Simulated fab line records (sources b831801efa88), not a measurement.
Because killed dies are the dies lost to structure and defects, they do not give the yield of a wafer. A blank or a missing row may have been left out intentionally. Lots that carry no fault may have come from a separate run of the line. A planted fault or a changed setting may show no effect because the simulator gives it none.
Which tool was responsible? | flow sky130 | 72 wafers from 24 lots sampled at 4 of the route's 708 steps

## WHAT THE GAUGES READ, wafer by wafer
SKY_FIELD_ISO_CD_MEAS_13 targets a cd of 150 nm.
lot  | measured    | on       | cdNm (nm)
L074 | day 2 05:59 | cdSem-01 | 146.6 146.4 146.8
L075 | day 2 14:10 | cdSem-02 | 151.1 150.1 151.0
L076 | day 2 14:19 | cdSem-01 | 149.1 149.9 149.9
L077 | day 3 04:25 | cdSem-01 | 149.9 150.8 149.5
L078 | day 3 04:39 | cdSem-02 | 151.9 152.4 152.3
L079 | day 3 15:13 | cdSem-02 | 148.4 148.7 148.4
L080 | day 3 15:25 | cdSem-01 | 147.2 146.5 145.7
L081 | day 3 18:23 | cdSem-01 | 150.9 149.2 149.1
L082 | day 4 01:40 | cdSem-02 | 150.0 150.5 151.8
L083 | day 4 06:43 | cdSem-02 | 149.7 150.2 148.6
L084 | day 4 11:03 | cdSem-01 | 152.1 152.2 151.4
L085 | day 4 15:55 | cdSem-01 | 149.9 147.6 149.9
L086 | day 4 22:32 | cdSem-02 | 149.2 151.3 151.9
L087 | day 5 04:47 | cdSem-01 | 151.2 151.0 149.5
L088 | day 5 05:36 | cdSem-01 | 151.1 148.8 148.6
L089 | day 5 11:28 | cdSem-01 | 152.5 153.0 151.7
L090 | day 5 15:09 | cdSem-02 | 150.3 150.6 150.7
L091 | day 5 20:56 | cdSem-01 | 150.3 150.2 150.0
L092 | day 6 01:14 | cdSem-02 | 149.3 148.5 148.7
L093 | day 6 08:18 | cdSem-02 | 148.7 150.5 150.1
L094 | day 6 13:19 | cdSem-01 | 149.1 147.1 148.7
L095 | day 6 17:42 | cdSem-01 | 148.7 148.8 148.5
L096 | day 7 01:08 | cdSem-01 | 147.8 148.2 148.6
L097 | day 7 05:30 | cdSem-01 | 150.9 148.4 149.1

SKY_SONOS_TUNNEL_OVL_MEAS_08.
lot  | measured     | on         | SONOS_TUNNEL_OVL (nm)
L074 | day 12 03:52 | overlay-02 | 0.4 -0.4 -1.4
L075 | day 12 09:31 | overlay-01 | 0.9 -0.7 0.0
L076 | day 12 08:44 | overlay-02 | -2.9 -1.3 -3.8
L077 | day 12 22:52 | overlay-01 | -0.7 0.7 -0.8
L078 | day 12 23:28 | overlay-01 | -0.9 -2.8 -1.9
L079 | day 13 13:47 | overlay-02 | -0.6 -2.2 -2.1
L080 | day 13 14:57 | overlay-01 | -2.0 -2.4 -0.7
L081 | day 13 17:46 | overlay-02 | -2.0 -3.7 -3.4
L082 | day 14 04:09 | overlay-01 | -1.0 0.0 -1.7
L083 | day 14 09:22 | overlay-02 | -1.9 -1.3 -2.3
L084 | day 14 20:49 | overlay-02 | 1.1 0.0 0.9
L085 | day 15 05:06 | overlay-02 | -1.1 -0.8 -1.8
L086 | day 15 11:35 | overlay-01 | -0.2 -1.2 -0.3
L087 | day 15 23:37 | overlay-01 | -1.1 -1.1 -1.0
L088 | day 16 02:34 | overlay-02 | -1.2 -1.2 0.9
L089 | day 16 13:24 | overlay-01 | 0.9 -0.4 0.5
L090 | day 16 16:17 | overlay-01 | -2.1 -1.1 -1.0
L091 | day 16 22:34 | overlay-01 | 0.2 0.5 -1.2
L092 | day 17 06:18 | overlay-01 | -1.9 -1.2 -1.9
L093 | day 17 20:16 | overlay-01 | -0.6 0.5 -1.3
L094 | day 17 22:35 | overlay-01 | -3.2 -3.1 -2.4
L095 | day 18 08:28 | overlay-02 | 1.0 0.6 0.5
L096 | day 19 01:59 | overlay-01 | 1.1 -1.1 -0.7
L097 | day 19 07:16 | overlay-02 | -3.1 -1.9 -2.9

SKY_METAL1_RS_MEAS_05: measurement is done with a four-point probe.
lot  | measured     | on           | METAL1_ALCU_RS (ohm/sq)
L074 | day 32 12:25 | filmMetro-03 | 0.1254 0.1264 0.1278
L075 | day 32 21:11 | filmMetro-04 | 0.1289 0.1302 0.1289
L076 | day 32 20:23 | filmMetro-04 | 0.1270 0.1265 0.1274
L077 | day 33 08:55 | filmMetro-04 | 0.1263 0.1263 0.1261
L078 | day 33 13:49 | filmMetro-04 | 0.1286 0.1285 0.1291
L079 | day 33 19:14 | filmMetro-03 | 0.1272 0.1291 0.1270
L080 | day 34 00:40 | filmMetro-03 | 0.1263 0.1256 0.1265
L081 | day 34 07:17 | filmMetro-04 | 0.1257 0.1250 0.1259
L082 | day 34 18:44 | filmMetro-04 | 0.1275 0.1254 0.1269
L083 | day 34 22:23 | filmMetro-01 | 0.1273 0.1271 0.1273
L084 | day 35 06:39 | filmMetro-01 | 0.1282 0.1288 0.1291
L085 | day 35 14:58 | filmMetro-04 | 0.1284 0.1288 0.1284
L086 | day 35 20:12 | filmMetro-01 | 0.1263 0.1259 0.1266
L087 | day 36 09:44 | filmMetro-04 | 0.1267 0.1259 0.1262
L088 | day 36 10:46 | filmMetro-01 | 0.1271 0.1263 0.1270
L089 | day 36 19:23 | filmMetro-03 | 0.1258 0.1239 0.1253
L090 | day 36 20:45 | filmMetro-03 | 0.1280 0.1267 0.1282
L091 | day 37 01:30 | filmMetro-04 | 0.1281 0.1261 0.1268
L092 | day 37 08:18 | filmMetro-01 | 0.1279 0.1271 0.1275
L093 | day 37 20:46 | filmMetro-04 | 0.1268 0.1260 0.1270
L094 | day 38 00:46 | filmMetro-04 | 0.1292 0.1286 0.1297
L095 | day 38 09:33 | filmMetro-04 | 0.1253 0.1261 0.1263
L096 | day 38 18:05 | filmMetro-01 | 0.1276 0.1280 0.1280
L097 | day 39 01:53 | filmMetro-04 | 0.1263 0.1272 0.1260

## WHAT TOOL EACH LOT RAN ON (gives the tool, then ch and the chambers of the sampled wafers, and finally the start)
lot  | SKY_POLY_CUT_ETCH_10
L074 | rieDiel-04 ch 0,2, day 25 04:07
L075 | rieDiel-04 ch 0,2,3, day 25 11:05
L076 | rieDiel-02 ch 1,2, day 25 10:58
L077 | rieDiel-04 ch 0,2,3, day 26 01:25
L078 | rieDiel-03 ch 0,1,2, day 26 08:39
L079 | rieDiel-03 ch 0,2, day 26 12:16
L080 | rieDiel-04 ch 0,1,3, day 26 18:54
L081 | rieDiel-03 ch 0,1,3, day 27 00:28
L082 | rieDiel-03 ch 0,1,3, day 27 14:36
L083 | rieDiel-03 ch 0,1,2, day 27 17:19
L084 | rieDiel-02 ch 2,3, day 28 03:28
L085 | rieDiel-02 ch 1,3, day 28 12:43
L086 | rieDiel-04 ch 0,1,3, day 28 17:52
L087 | rieDiel-02 ch 0,3, day 29 06:52
L088 | rieDiel-04 ch 0,2, day 29 09:55
L089 | rieDiel-04 ch 0,2,3, day 29 18:07
L090 | rieDiel-04 ch 0,1,3, day 29 19:43
L091 | rieDiel-03 ch 0,1, day 30 02:07
L092 | rieDiel-03 ch 0,1,3, day 30 09:13
L093 | rieDiel-02 ch 0,1,3, day 30 21:28
L094 | rieDiel-04 ch 0,3, day 31 01:40
L095 | rieDiel-02 ch 0,1,3, day 31 12:52
L096 | rieDiel-02 ch 1,2,3, day 31 22:32
L097 | rieDiel-04 ch 0,2,3, day 32 05:28
- SKY_POLY_CUT_ETCH_10: etches BARC in N2/H2, stops on SiO2, time 45.9 s, target depth 60 nm.

## WHAT THE TOOLS THEMSELVES READ (means of the sampled wafers that have a number; where no wafer has one, the mark that the record gives instead)
SKY_POLY_CUT_ETCH_10.
lot  | tool       | drypumpMotorCurrentA (A) | n2FlowSccm (sccm) | oesProductAu (a.u.) | throttleValvePct (%)
L074 | rieDiel-04 | 5.5                      | 99.90             | 0.856               | 13.216
L075 | rieDiel-04 | 5.3                      | 100.08            | 0.856               | 13.226
L076 | rieDiel-02 | 5.1                      | 100.17            | 0.858               | 13.219
L077 | rieDiel-04 | 5.3                      | 99.95             | 0.852               | 13.224
L078 | rieDiel-03 | 5.6                      | 100.00            | 0.848               | 13.222
L079 | rieDiel-03 | 5.7                      | 99.89             | 0.854               | 13.222
L080 | rieDiel-04 | 5.2                      | 100.18            | 0.854               | 13.226
L081 | rieDiel-03 | 5.7                      | 99.95             | 0.854               | 13.229
L082 | rieDiel-03 | 5.8                      | 100.07            | 0.860               | 13.219
L083 | rieDiel-03 | 5.6                      | 100.16            | 0.854               | 13.218
L084 | rieDiel-02 | 5.7                      | 99.94             | 0.857               | 13.236
L085 | rieDiel-02 | 5.6                      | 100.02            | 0.858               | 13.223
L086 | rieDiel-04 | 5.2                      | 99.88             | 0.859               | 13.227
L087 | rieDiel-02 | 5.5                      | 100.07            | 0.853               | 13.221
L088 | rieDiel-04 | 5.4                      | 99.94             | 0.857               | 13.228
L089 | rieDiel-04 | 5.3                      | 99.97             | 0.859               | 13.229
L090 | rieDiel-04 | 5.2                      | 99.89             | 0.859               | 13.216
L091 | rieDiel-03 | 5.8                      | 100.09            | 0.859               | 13.219
L092 | rieDiel-03 | 5.8                      | 100.24            | 0.854               | 13.221
L093 | rieDiel-02 | 5.6                      | 99.91             | 0.851               | 13.220
L094 | rieDiel-04 | 5.1                      | 100.24            | 0.854               | 13.221
L095 | rieDiel-02 | 5.6                      | 99.98             | 0.858               | 13.223
L096 | rieDiel-02 | 5.5                      | 99.85             | 0.856               | 13.236
L097 | rieDiel-04 | 5.3                      | 100.29            | 0.846               | 13.225

## THE ANSWER, worked out from the rows above alone
Rule: the usual values come from the lots themselves. The widest of any qualifying gaps counts: lots, ordered by their means at a reading, are off when they make up no more than a third of the lots, leave a main group of 4 or more, and stand apart from it by 3 or more times the standard deviation of that group's means. Not used: any main group whose means are identical at the precision the tables above print for the reading. Also off: a lot with no number at a reading for which 4 or more lots have one. All remaining lots with rows at the step are treated as sound. Order of review: gauges by route order, followed by the tools' own readings, for which a lot's mean as printed above is used. At the first step where some lot is off, the reading lying furthest off is the one used; lots without a number count as furthest.
Across all readings shown, no lot is off: no conclusion can be drawn from this.

## WHAT THE SIMULATOR HAD INSERTED
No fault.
